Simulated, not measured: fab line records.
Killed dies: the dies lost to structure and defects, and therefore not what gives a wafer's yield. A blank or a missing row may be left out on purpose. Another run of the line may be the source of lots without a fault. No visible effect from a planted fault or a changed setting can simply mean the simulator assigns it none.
Struck lot and sound lot, side by side | flow sky130 | 15 out of 708 route steps
Sound: these wafers, L426.1, L426.3, L426.4. The struck wafers were L437.2, L437.3, L437.4. Last of all comes the cause.
For every step that has rows: the tool of each side, followed by ch and its chambers, followed by its first start. Under that, the readings that differ: sound wafers | struck wafers | difference of the means | sigmas: that difference in standard deviations of wafers without a fault.
alike: same words and numbers on both sides, and readings whose means sit less than 2 such deviations apart. not compared: any withheld reading, any reading some wafer has no value for, any bound like >300 that may hide the same value, and any number with overlapping values for which the record gives no deviation.
A row with sigmas, a row that says differs or no value, or rows on one side alone: a step with any of these is where the two part. Non-overlapping numbers with no deviation appear without sigmas and do not part them. Lack of a reading on every wafer of one side parts them only where that side has two or more wafers.

SKY_LDD_HVP_OVL_MEAS_07:
  struck on overlay-02, day 28 17:11; sound on overlay-01, day 24 19:07
  alike: LDD_HVP_OVL
after that, 1 step had no rows for these wafers: SKY_LDD_HVP_IMPLANT_08.
SKY_LDD_HVP_STRIP_09: strips in O2/N2.
  sound on plasma-asher-02 ch 0,1, day 24 19:19; struck on plasma-asher-01 ch 0,1, day 28 17:22
  alike: drypump-motor-current-A, oes-product-au, strip-time-to-endpoint-s
  not compared: rf-hours-counter-h
SKY_LDD_HVP_TW_MEAS_10:
  struck on film-metro-01, day 28 17:28; sound on film-metro-01, day 24 19:25
  alike: LDD_HVP_TW
then, 7 steps without rows for these wafers: SKY_LDD_LDN_DEHYDRATE_00 (time 60 s); SKY_LDD_LDN_HMDS_01 (prime time 60 s); SKY_LDD_LDN_COAT_02 (resist thk 1140 nm); SKY_LDD_LDN_SOFTBAKE_03 (time 60 s); SKY_LDD_LDN_EXPOSE_04 (exposes mask LDNTM, target cd 700 nm); SKY_LDD_LDN_PEB_05; SKY_LDD_LDN_DEVELOP_06 (develop time 60 s).
SKY_LDD_LDN_OVL_MEAS_07:
  struck on overlay-02, day 29 21:15; sound on overlay-01, day 25 23:51
  alike: LDD_LDN_OVL
SKY_LDD_LDN_IMPLANT_08:
  sound on implanter-03 ch 0, day 25 23:53; struck on implanter-04 ch 0, day 29 21:19
  reading            | sound                            | struck                          | difference  | sigmas
  dose-ions-cm2      | 1.2492e+13 1.2502e+13 1.2498e+13 | 1.1633e+13 1.162e+13 1.1636e+13 | -8.6767e+11 | -79
  faraday-current-uA | 68.5 70.9 70.4                   | 65.9 67.1 64.7                  | -4.0        | -3
after that, 1 step had no rows for these wafers: SKY_LDD_LDN_IMPLANT_09.
SKY_PAD_OPEN_PROBE_99:
  sound wafers here have rows in the record (prober-01, day 47 21:46); struck ones have none

WHERE THEY PART
At SKY_LDD_LDN_IMPLANT_08 first; at SKY_PAD_OPEN_PROBE_99 last (within this record only).

WHY: the cause the simulator had injected
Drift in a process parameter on implanter-04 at SKY_LDD_LDN_IMPLANT_08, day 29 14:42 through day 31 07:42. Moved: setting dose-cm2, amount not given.
